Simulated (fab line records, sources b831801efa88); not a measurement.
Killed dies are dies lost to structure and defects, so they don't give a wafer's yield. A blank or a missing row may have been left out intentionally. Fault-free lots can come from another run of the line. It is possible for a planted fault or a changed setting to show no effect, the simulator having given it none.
The tool behind it: which one?	flow gf180mcu	10 lots, 30 wafers sampled, at 6 steps of a route of 602

== WHAT EACH GAUGE READ, for each wafer ==
GF_V3_RS_MEAS_24: a four-point-probe measurement.
lot	measured	on	V3_W_RS (ohm/sq)
L957	day 23 23:41	filmMetro-02	0.324 0.323 0.320
L958	day 24 07:16	filmMetro-01	0.295 0.295 0.294
L959	day 24 12:23	filmMetro-04	0.289 0.293 0.289
L965	day 26 14:26	filmMetro-02	0.332 0.327 0.332
L968	day 27 14:17	filmMetro-02	0.331 0.331 0.328
L971	day 28 04:59	filmMetro-02	0.324 0.328 0.329
L972	day 28 13:34	filmMetro-02	0.324 0.327 0.324
L973	day 28 22:10	filmMetro-02	0.324 0.332 0.327
L974	day 28 23:50	filmMetro-04	0.325 0.325 0.326
L976	day 29 15:50	filmMetro-02	0.321 0.329 0.326

GF_V3_THK_MEAS_25: measures by xrf.
lot	measured	on	V3_W_THK (nm)
L957	day 23 23:49	filmMetro-02	366 369 369
L958	day 24 07:23	filmMetro-01	393 393 395
L959	day 24 12:30	filmMetro-04	403 397 402
L965	day 26 14:34	filmMetro-02	356 359 354
L968	day 27 14:23	filmMetro-02	354 356 359
L971	day 28 05:05	filmMetro-02	363 357 355
L972	day 28 13:41	filmMetro-02	361 358 361
L973	day 28 22:17	filmMetro-02	361 353 360
L974	day 28 23:58	filmMetro-04	354 355 359
L976	day 29 15:57	filmMetro-02	363 353 355

== WHICH TOOL RAN EACH LOT (tool, then ch and the chambers of the sampled wafers, then the start) ==
lot	GF_M3_STRIP_17	GF_V3_CMP_04	GF_V3_STRIP_18	GF_V3_CVD_23
L957	plasmaAsher-03 ch 0,1, day 22 22:42	cmp-02 ch 1,2,3, day 22 23:30	plasmaAsher-03 ch 0,1, day 23 22:56	cvdW-01 ch 0,1, day 23 23:35
L958	plasmaAsher-03 ch 0,1, day 23 05:54	cmp-02 ch 0,1,2, day 23 06:43	plasmaAsher-04 ch 0,1, day 24 06:29	cvdW-01 ch 0,1, day 24 07:09
L959	plasmaAsher-03 ch 0,1, day 23 11:18	cmp-02 ch 0,1,3, day 23 12:25	plasmaAsher-03 ch 0,1, day 24 11:38	cvdW-01 ch 0,1, day 24 12:16
L965	plasmaAsher-04 ch 0,1, day 25 15:22	cmp-01 ch 1,2, day 25 16:24	plasmaAsher-03 ch 0,1, day 26 13:42	cvdW-02 ch 0,1, day 26 14:20
L968	plasmaAsher-03 ch 0,1, day 26 15:24	cmp-01 ch 0,2,3, day 26 16:15	plasmaAsher-03 ch 0,1, day 27 13:29	cvdW-01 ch 0,1, day 27 14:09
L971	plasmaAsher-01 ch 0,1, day 27 06:41	cmp-01 ch 0,3, day 27 07:31	plasmaAsher-03 ch 0,1, day 28 04:10	cvdW-01 ch 0,1, day 28 04:51
L972	plasmaAsher-03 ch 0,1, day 27 16:06	cmp-02 ch 0,3, day 27 16:54	plasmaAsher-03 ch 0, day 28 12:45	cvdW-01 ch 0, day 28 13:27
L973	plasmaAsher-04 ch 0,1, day 28 01:50	cmp-02 ch 1,2,3, day 28 02:38	plasmaAsher-03 ch 0,1, day 28 21:22	cvdW-01 ch 0,1, day 28 22:03
L974	plasmaAsher-03 ch 0,1, day 28 02:51	cmp-01 ch 0,2,3, day 28 03:45	plasmaAsher-03 ch 0,1, day 28 23:04	cvdW-01 ch 0,1, day 28 23:44
L976	plasmaAsher-03 ch 0,1, day 28 18:54	cmp-02 ch 0,2, day 28 19:44	plasmaAsher-03 ch 1, day 29 15:05	cvdW-01 ch 0, day 29 15:43
- GF_M3_STRIP_17: strips in O2/N2.
- GF_V3_CMP_04: polishes SiO2.
- GF_V3_STRIP_18: strips in O2/N2.
- GF_V3_CVD_23: deposits W, target thk 350 nm, time 104.9 s.

== WHAT THE TOOLS THEMSELVES READ (means of the sampled wafers that have a number; where no wafer has one, the mark that the record gives instead) ==
GF_M3_STRIP_17.
lot	tool	drypumpMotorCurrentA (A)	heaterPowerW (W)	oesProductAu (a.u.)	stripTimeToEndpointS (s)
L957	plasmaAsher-03	5.2	335	0.538	7.36
L958	plasmaAsher-03	5.6	335	0.541	7.33
L959	plasmaAsher-03	5.6	339	0.536	7.42
L965	plasmaAsher-04	5.1	330	0.537	7.37
L968	plasmaAsher-03	5.6	329	0.536	7.36
L971	plasmaAsher-01	5.1	277	0.536	7.37
L972	plasmaAsher-03	5.2	334	0.533	7.38
L973	plasmaAsher-04	4.9	300	0.540	7.36
L974	plasmaAsher-03	5.6	333	0.533	7.36
L976	plasmaAsher-03	5.2	331	0.545	7.40

GF_V3_CMP_04.
lot	tool	motorCurrentA (A)	retainingRingPressureFrac	timeToEndpointS (s)
L957	cmp-02	12.0	0.998	84
L958	cmp-02	11.4	1.000	85
L959	cmp-02	12.4	1.003	83
L965	cmp-01	12.1	0.992	84
L968	cmp-01	11.7	0.995	84
L971	cmp-01	12.1	0.997	86
L972	cmp-02	12.8	0.998	80
L973	cmp-02	12.0	1.000	79
L974	cmp-01	12.0	1.003	77
L976	cmp-02	11.0	1.004	84

GF_V3_STRIP_18.
lot	tool	drypumpMotorCurrentA (A)	heaterPowerW (W)	oesProductAu (a.u.)
L957	plasmaAsher-03	5.2	335	0.595
L958	plasmaAsher-04	5.0	307	0.592
L959	plasmaAsher-03	5.6	335	0.592
L965	plasmaAsher-03	5.6	338	0.594
L968	plasmaAsher-03	5.2	335	0.593
L971	plasmaAsher-03	5.6	331	0.595
L972	plasmaAsher-03	4.7	333	0.587
L973	plasmaAsher-03	5.6	328	0.593
L974	plasmaAsher-03	5.2	336	0.596
L976	plasmaAsher-03	6.1	334	0.592

GF_V3_CVD_23.
lot	tool	heaterPowerW (W)	susceptorTempC (C)
L957	cvdW-01	739	400.04
L958	cvdW-01	783	406.69
L959	cvdW-01	778	406.30
L965	cvdW-02	745	400.05
L968	cvdW-01	751	400.28
L971	cvdW-01	711	400.06
L972	cvdW-01	786	400.04
L973	cvdW-01	705	399.90
L974	cvdW-01	738	399.78
L976	cvdW-01	776	400.05

== THE ANSWER, worked out from the rows above alone ==
Rule: usual is defined by the lots themselves. The widest of any qualifying gaps counts: lots, ordered by their means at a reading, are off when they make up no more than a third of the lots, leave a main group of 4 or more, and stand apart from it by 3 or more times the standard deviation of that group's means. A main group is skipped when, at the precision printed for the reading in the tables above, its means are all equal. Also off: a lot with no number at a reading for which 4 or more lots have one. All remaining lots with rows at the step are treated as sound. After the gauges, taken in route order, come the tools' own readings; for these a lot's mean is taken, as printed above. The first step at which some lot is off is used, and at that step the reading that is off furthest; a lot without a number counts as furthest.
Off: at GF_V3_RS_MEAS_24 (V3_W_RS), L958, L959. The main group has a mean of 0.327 ohm/sq with a standard deviation of 0.0025.
If a tool, at a process step before that reading, ran all the lots that are off and no sound lot after the first of them, it fits. The gauges at GF_V3_RS_MEAS_24 aren't tried: what is off there is off at GF_V3_CVD_23 too, on other tools, and a gauge's error can't cause that. None of those tried fits.

== WHAT HAD BEEN PUT IN BY THE SIMULATOR ==
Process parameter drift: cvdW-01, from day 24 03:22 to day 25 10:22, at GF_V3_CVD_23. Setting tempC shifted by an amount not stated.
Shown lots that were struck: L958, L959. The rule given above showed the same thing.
